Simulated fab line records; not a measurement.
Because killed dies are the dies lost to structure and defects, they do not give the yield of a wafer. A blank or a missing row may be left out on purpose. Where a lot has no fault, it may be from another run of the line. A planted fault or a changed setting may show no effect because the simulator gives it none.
What tool caused it? -- flow gf180mcu -- 7 lots, 21 wafers sampled, at 2 steps of a route of 602

WHAT THE GAUGES READ, wafer by wafer
GF_V5_BOW_MEAS_05.
lot,measured,on,V5_BOW (um)
L992,day 26 18:11,filmMetro-03,128 118 143
L994,day 27 02:48,filmMetro-03,140 133 137
L996,day 28 04:16,filmMetro-01,143 131 150
L998,day 29 02:37,filmMetro-03,137 137 137
L100,day 29 13:44,filmMetro-01,126 140 147
L106,day 30 23:03,filmMetro-01,156 144 151
L111,day 32 03:30,filmMetro-01,150 136 129

TOOL THAT RAN EACH LOT (tool first, then ch and the chambers of the sampled wafers, then the start)
lot,GF_DUAL_GATE_CLEAN_14
L992,"wetBench-01 ch 1, day 8 20:53"
L994,"wetBench-04 ch 2, day 8 23:52"
L996,"wetBench-01 ch 3, day 9 23:55"
L998,"wetBench-01 ch 1, day 10 15:26"
L100,"wetBench-04 ch 1, day 11 07:52"
L106,"wetBench-03 ch 3, day 12 18:41"
L111,"wetBench-04 ch 0, day 14 01:43"
- GF_DUAL_GATE_CLEAN_14: cleans in SC1/SC2, time 150 s.

THE ANSWER, worked out from the rows above alone
Rule: the lots themselves supply what counts as usual. Put in order of their means at a reading, lots are off if they are a third of the lots or fewer, leave a main group of 4 or more, and stand apart from it by a gap of 3 or more times the standard deviation of the main group's means; of several such gaps the widest counts. A main group whose means are all the same, to the digits that the tables above print for the reading, isn't used. A lot without any number at a reading at which 4 lots or more have one is off too. Any other lot the step has rows for is counted as sound.
Across all readings shown, no lot is off: no conclusion can be drawn from this.

WHAT WAS PUT IN BY THE SIMULATOR
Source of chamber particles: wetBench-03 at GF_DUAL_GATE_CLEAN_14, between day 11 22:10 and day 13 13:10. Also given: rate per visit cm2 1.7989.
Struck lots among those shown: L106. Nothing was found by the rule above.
